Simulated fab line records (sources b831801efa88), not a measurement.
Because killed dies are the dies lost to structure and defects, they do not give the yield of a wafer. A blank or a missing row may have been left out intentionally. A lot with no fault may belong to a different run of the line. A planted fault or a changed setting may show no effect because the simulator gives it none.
Comparing a struck lot with a sound one + flow sky130 + 34 steps out of a route of 708
Sound: the wafers L890.3, L890.4, L890.6. Wafers L893.4, L893.5, L893.6 were the ones struck. The cause is given at the end.
Each step with rows lists, per side, the tool, then ch with its chambers, then its first start. Under that, the readings that differ: sound wafers + struck wafers + difference of the means + sigmas: that difference in standard deviations of wafers without a fault.
alike: readings with means less than 2 such deviations apart, plus words and numbers identical on both sides. not compared: withheld readings, readings lacking a value on some wafer, bounds such as >300 that could conceal the same value, and numbers that have no deviation in the record and whose values overlap.
The two part at a step that has a row with sigmas, a row that says differs or no value, or rows on one side only. Numbers that don't overlap but have no deviation are shown without sigmas and don't part them. A reading that every wafer of one side lacks parts them only if that side has two wafers or more.

first, 7 steps without rows for these wafers: SKY_SONOS_TUNNEL_DEVELOP_06 (develop time 60 s); SKY_SONOS_TUNNEL_IMPLANT_09; SKY_SONOS_TUNNEL_WET_ETCH_10 (etches SiO2 in dHF, target depth 14 nm, time 280 s); SKY_SONOS_TUNNEL_STRIP_11 (strips in SPM, time 600 s); SKY_SONOS_TUNNEL_CLEAN_13 (cleans in dHF, time 20 s); SKY_SONOS_ONO_OXIDATION_00 (stabilise 600 s, purge 300 s, target thk 2.6 nm); SKY_SONOS_ONO_CVD_02 (deposits Si3N4 from DCS/NH3, target thk 10.5 nm, time 180 s).
SKY_SONOS_ONO_CVD_04: deposits SiO2 from SiH4/N2O, target thk 5.7199 nm.
  sound on lpcvd-03 ch 0, day 14 14:30; struck on lpcvd-03 ch 1, day 15 13:38
| reading                                   | sound             | struck            | difference | sigmas |
|-------------------------------------------|-------------------|-------------------|------------|--------|
| spikeTcCentreC (C)                        | 900.8 900.2 901.0 | 910.8 909.2 912.1 | +10.0      | +10    |
| spikeTcLowerC (C)                         | 900.6 901.4 901.6 | 912.1 912.3 911.1 | +10.6      | +11    |
| spikeTcTopC (C)                           | 909.5 909.3 909.9 | 923.9 923.6 923.6 | +14.1      | +6     |
| spikeTcUpperC (C)                         | 900.7 900.6 901.9 | 910.2 913.8 911.1 | +10.6      | +8     |
| susceptorTempC (C)                        | 899.4 900.0 899.7 | 909.9 909.2 909.9 | +10.0      | +26    |
| model.SiO2_of_SONOS_ONO_CVD_04.thkNm (nm) | 5.682 5.529 5.509 | 6.625 6.556 6.59  | +1.017     |        |
SKY_SONOS_ONO_THK_MEAS_05:
  sound on filmMetro-01, day 14 15:46; struck on filmMetro-04, day 15 14:55
| reading                   | sound          | struck         | difference | sigmas |
|---------------------------|----------------|----------------|------------|--------|
| SONOS_ONO_CVD_04_THK (nm) | 5.66 5.54 5.50 | 6.65 6.57 6.58 | +1.03      | +9     |
then, 23 steps without rows for these wafers: SKY_SONOS_ONO_DEHYDRATE_06 (time 60 s); SKY_SONOS_ONO_HMDS_07 (prime time 60 s); SKY_SONOS_ONO_COAT_08 (resist thk 1140 nm); SKY_SONOS_ONO_SOFTBAKE_09 (time 60 s); SKY_SONOS_ONO_EXPOSE_10 (exposes mask ONOM, target cd 410 nm); SKY_SONOS_ONO_PEB_11; SKY_SONOS_ONO_DEVELOP_12 (develop time 60 s); SKY_SONOS_ONO_ETCH_15 (etches the open film in CHF3/O2, target depth 19.52 nm, time 7.8 s); SKY_SONOS_ONO_WET_ETCH_16 (etches SiO2 in dHF, target depth 14 nm, time 280 s); SKY_SONOS_ONO_STRIP_17 (strips in O2/N2); SKY_SONOS_ONO_WET_ETCH_18 (etches Si3N4 in H3PO4, target depth 15 nm, time 172 s); SKY_GATE_OXIDE_CLEAN_00 (cleans in SC1/SC2, time 150 s); SKY_GATE_OXIDE_OXIDATION_01 (stabilise 600 s, purge 300 s, target thk 10.268 nm); SKY_GATE_OXIDE_DEHYDRATE_03 (time 60 s); SKY_GATE_OXIDE_HMDS_04 (prime time 60 s); SKY_GATE_OXIDE_COAT_05 (resist thk 1140 nm); SKY_GATE_OXIDE_SOFTBAKE_06 (time 60 s); SKY_GATE_OXIDE_EXPOSE_07 (exposes mask LVOM, target cd 600 nm); SKY_GATE_OXIDE_PEB_08; SKY_GATE_OXIDE_DEVELOP_09 (develop time 60 s); SKY_GATE_OXIDE_IMPLANT_11; SKY_GATE_OXIDE_WET_ETCH_12 (etches SiO2 in dHF, target depth 16.8 nm, time 336 s); SKY_GATE_OXIDE_STRIP_13 (strips in O2/N2).
-- the record jumps here: 3 days lie between the struck wafers' starts before and after --
SKY_GATE_OXIDE_CLEAN_15: cleans in SC1/SC2, time 150 s.
  sound on wetBench-03 ch 3, day 17 01:29; struck on wetBench-03 ch 0, day 18 03:02
| reading                                   | sound             | struck           | difference | sigmas |
|-------------------------------------------|-------------------|------------------|------------|--------|
| model.SiO2_of_SONOS_ONO_CVD_04.thkNm (nm) | 4.168 4.017 3.993 | 5.106 5.029 5.06 | +1.006     |        |
-- the record jumps here: 31 days lie between the struck wafers' starts before and after (it left off in module GATE_OXIDE and takes up again in module PAD_OPEN, whose first step shown is number 708 of the route) --
SKY_PAD_OPEN_PROBE_99:
  sound on prober-02, day 48 12:48; struck on prober-02, day 48 22:29
| reading                                 | sound                | struck               | difference | sigmas |
|-----------------------------------------|----------------------|----------------------|------------|--------|
| model.etest.sonosErased.driveUaUm       | 197.6 185.7 199.8    | 135.7 145.2 116.5    | -61.9      |        |
| model.etest.sonosUncharged.rOnOhmUm     | 817.6 818 812.3      | 831.7 826.6 834.3    | +14.9      |        |
| model.etest.sonosProgrammed.offLog10AUm | -14.01 -13.88 -14.02 | -12.12 -12.98 -12.51 | +1.43      |        |
| model.etest.capOno.gateLog10ACm2        | -7.89 -7.527 -7.656  | -9.2 -9.073 -9.191   | -1.5       |        |
| model.etest.capOno.gateBvV (V)          | 16.63 16.37 16.02    | 17.41 17.27 17.86    | +1.17      |        |
| model.etest.capOno.toxAccNm (nm)        | 12.81 12.59 12.64    | 13.92 13.78 13.85    | +1.17      |        |
| model.etest.sonosProgrammed.vtV (V)     | 1.481 1.643 1.592    | 0.8674 0.963 0.9043  | -0.6604    |        |
| model.etest.sonosErased.vtV (V)         | -2.327 -2.385 -2.382 | -1.765 -1.852 -1.771 | +0.569     |        |
  alike: killed_at_M0_to_M3, killed_at_M4_up, killedAtContacts, killedAtFrontEnd, killedAtOther, killedDies, killedOpen, killedShort

== WHERE THEY PART ==
At SKY_SONOS_ONO_CVD_04 first; at SKY_SONOS_ONO_THK_MEAS_05 last (within this record only). Later steps at which nothing parts them and some readings are alike: SKY_PAD_OPEN_PROBE_99.

WHY: what the simulator had put in
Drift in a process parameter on lpcvd-03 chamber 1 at SKY_SONOS_ONO_CVD_04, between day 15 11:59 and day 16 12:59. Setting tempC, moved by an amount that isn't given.
